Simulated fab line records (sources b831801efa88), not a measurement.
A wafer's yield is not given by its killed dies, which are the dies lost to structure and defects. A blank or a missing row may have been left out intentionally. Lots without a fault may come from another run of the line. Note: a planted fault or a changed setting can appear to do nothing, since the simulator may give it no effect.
Chamber matching / flow gf180mcu / GF_CONTACT_CMP_27 on cmp-01 has 4 sister chambers
The step polishes, stops on SiO2, t overpolish 15 s, target thk 0 nm. 16 wafers are shown with their chamber, then 8 later ones without.

== EACH WAFER AND ITS CHAMBER ==
wafer=L225.2; chamber=2; motor current A (A)=11.4; time to endpoint s (s)=69; edge zone pressure frac=0.999
wafer=L225.4; chamber=3; motor current A (A)=13.6; time to endpoint s (s)=67; edge zone pressure frac=1.003
wafer=L225.5; chamber=2; motor current A (A)=11.8; time to endpoint s (s)=65; edge zone pressure frac=1.000
wafer=L227.1; chamber=2; motor current A (A)=11.5; time to endpoint s (s)=71; edge zone pressure frac=1.007
wafer=L227.3; chamber=3; motor current A (A)=14.0; time to endpoint s (s)=70; edge zone pressure frac=0.997
wafer=L227.4; chamber=0; motor current A (A)=9.6; time to endpoint s (s)=70; edge zone pressure frac=0.997
wafer=L228.3; chamber=2; motor current A (A)=11.7; time to endpoint s (s)=73; edge zone pressure frac=1.005
wafer=L228.5; chamber=1; motor current A (A)=11.9; time to endpoint s (s)=70; edge zone pressure frac=1.000
wafer=L230.4; chamber=1; motor current A (A)=11.2; time to endpoint s (s)=66; edge zone pressure frac=1.002
wafer=L237.1; chamber=2; motor current A (A)=11.4; time to endpoint s (s)=75; edge zone pressure frac=1.006
wafer=L237.2; chamber=0; motor current A (A)=9.7; time to endpoint s (s)=75; edge zone pressure frac=1.004
wafer=L237.6; chamber=2; motor current A (A)=11.9; time to endpoint s (s)=75; edge zone pressure frac=0.999
wafer=L238.1; chamber=1; motor current A (A)=11.2; time to endpoint s (s)=69; edge zone pressure frac=1.003
wafer=L238.2; chamber=0; motor current A (A)=9.5; time to endpoint s (s)=70; edge zone pressure frac=1.001
wafer=L238.4; chamber=2; motor current A (A)=11.5; time to endpoint s (s)=70; edge zone pressure frac=1.002
wafer=L241.2; chamber=0; motor current A (A)=9.6; time to endpoint s (s)=74; edge zone pressure frac=1.002

SIGNATURES (means of the wafers above)
reading=motor current A; chamber 0=9.600; chamber 1=11.433; chamber 2=11.600; chamber 3=13.800; scatter within a chamber=0.236
reading=time to endpoint s; chamber 0=72.25; chamber 1=68.33; chamber 2=71.14; chamber 3=68.50; scatter within a chamber=3.04
reading=edge zone pressure frac; chamber 0=1.00100; chamber 1=1.00167; chamber 2=1.00257; chamber 3=1.00000; scatter within a chamber=0.00314
Rule: a wafer's distance from a chamber is the root of the sum, over the readings, of the square of ((its reading less the chamber's mean) divided by the reading's scatter). The wafer belongs to the nearest chamber; if the next one is less than 2 further off, it can't be placed. The scatter: take each reading less its chamber's mean, square it, sum over the shown wafers, divide by the number of wafers less the number of chambers, and take the root.

== WAFERS WITH NO CHAMBER GIVEN ==
wafer=L241.3; motor current A (A)=11.6; time to endpoint s (s)=74; edge zone pressure frac=1.006
wafer=L241.5; motor current A (A)=13.2; time to endpoint s (s)=71; edge zone pressure frac=1.015
wafer=L242.2; motor current A (A)=11.9; time to endpoint s (s)=70; edge zone pressure frac=0.995
wafer=L242.3; motor current A (A)=9.5; time to endpoint s (s)=72; edge zone pressure frac=1.000
wafer=L242.4; motor current A (A)=13.3; time to endpoint s (s)=69; edge zone pressure frac=1.001
wafer=L245.1; motor current A (A)=10.2; time to endpoint s (s)=74; edge zone pressure frac=0.999
wafer=L245.2; motor current A (A)=13.5; time to endpoint s (s)=66; edge zone pressure frac=0.997
wafer=L245.3; motor current A (A)=11.5; time to endpoint s (s)=70; edge zone pressure frac=0.997

== WHICH CHAMBER EACH WENT THROUGH ==
wafer=L241.3; from the rows above=can't be placed: 2 or 1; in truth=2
wafer=L241.5; from the rows above=3; in truth=3
wafer=L242.2; from the rows above=can't be placed: 2 or 1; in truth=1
wafer=L242.3; from the rows above=0; in truth=0
wafer=L242.4; from the rows above=3; in truth=3
wafer=L245.1; from the rows above=0; in truth=0
wafer=L245.2; from the rows above=3; in truth=3
wafer=L245.3; from the rows above=can't be placed: 1 or 2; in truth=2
Correct placement for 5 of the 8. Can't be placed from these rows: 3 (the true chamber is among the candidates in 3). Wrongly placed: 0.
